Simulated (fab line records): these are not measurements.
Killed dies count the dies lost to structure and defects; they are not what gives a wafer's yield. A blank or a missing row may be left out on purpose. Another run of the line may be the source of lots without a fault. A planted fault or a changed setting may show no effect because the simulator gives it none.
Comparing a struck lot with a sound one	flow sky130	15 out of 708 route steps
Sound: wafers L467.4, L467.5, L467.6. Wafers struck: L477.2, L477.4, L477.5. The cause is given at the end.
Per side, at each step with rows, come the tool, then ch with its chambers, and then its first start. Under that, the readings that differ: sound wafers	struck wafers	difference of the means	sigmas: that difference in standard deviations of wafers without a fault.
alike: readings whose means differ by less than 2 such deviations, and words and numbers that are the same on both sides. not compared: withheld readings, readings that some wafer has no value for, bounds like >300 that may hide the same value, and numbers for which the record gives no deviation and whose values overlap.
A row with sigmas, a row that says differs or no value, or rows on one side alone: a step with any of these is where the two part. When numbers do not overlap yet have no deviation, they are printed without sigmas and do not part them. Lack of a reading on every wafer of one side parts them only where that side has two or more wafers.

first, 4 steps without rows for these wafers: SKY_LDD_N_SOFTBAKE_03 (time 60 s); SKY_LDD_N_EXPOSE_04 (exposes mask NTM, target cd 840 nm); SKY_LDD_N_PEB_05; SKY_LDD_N_DEVELOP_06 (develop time 60 s).
SKY_LDD_N_OVL_MEAS_07:
  struck on overlay-02, day 23 00:02; sound on overlay-02, day 19 14:07
  alike: LDD_N_OVL
then, 7 steps without rows for these wafers: SKY_LDD_N_IMPLANT_08; SKY_LDD_N_IMPLANT_09; SKY_LDD_N_IMPLANT_10; SKY_LDD_N_IMPLANT_11; SKY_LDD_N_IMPLANT_12; SKY_LDD_N_IMPLANT_13; SKY_LDD_N_IMPLANT_14.
SKY_LDD_N_IMPLANT_15:
  sound on implanter-01 ch 0, day 19 15:15; struck on implanter-01 ch 0, day 23 01:09
reading	sound	struck	difference	sigmas
doseIonsCm2	4.996e+12 4.999e+12 5e+12	3.308e+12 3.307e+12 3.303e+12	-1.692e+12	-99 or more
faradayCurrentUA	28.3 29.1 27.0	18.6 18.7 17.9	-9.7	-18
SKY_LDD_N_STRIP_16: strips in O2/N2.
  sound on plasmaAsher-01 ch 0,1, day 19 15:22; struck on plasmaAsher-01 ch 0,1, day 23 01:16
  alike: chamberPressureMTorr, drypumpMotorCurrentA, oesProductAu, stripTimeToEndpointS
  not compared: rfHoursCounterH
-- the record jumps here: 26 days lie between the struck wafers' starts before and after (it left off in module LDD_N and takes up again in module PAD_OPEN, whose first step shown is number 708 of the route) --
SKY_PAD_OPEN_PROBE_99:
  struck on prober-02, day 49 08:19; sound on prober-02, day 47 03:34
reading	sound	struck	difference	sigmas
killedAtContacts	15 25 12	41 25 36	+17	+3
model.etest.nfet_01v8_turned.vtSatV (V)	0.655 0.6666 0.655	0.6384 0.6451 0.6322	-0.0203	
  alike: killed_at_M0_to_M3, killed_at_M4_up, killedAtFrontEnd, killedAtOther, killedDies, killedOpen, killedShort

## WHERE THEY PART
Last at SKY_PAD_OPEN_PROBE_99 as far as this record goes, first at SKY_LDD_N_IMPLANT_15.

WHY: what the simulator had put in
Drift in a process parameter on implanter-01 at SKY_LDD_N_IMPLANT_15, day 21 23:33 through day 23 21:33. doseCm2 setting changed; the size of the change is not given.
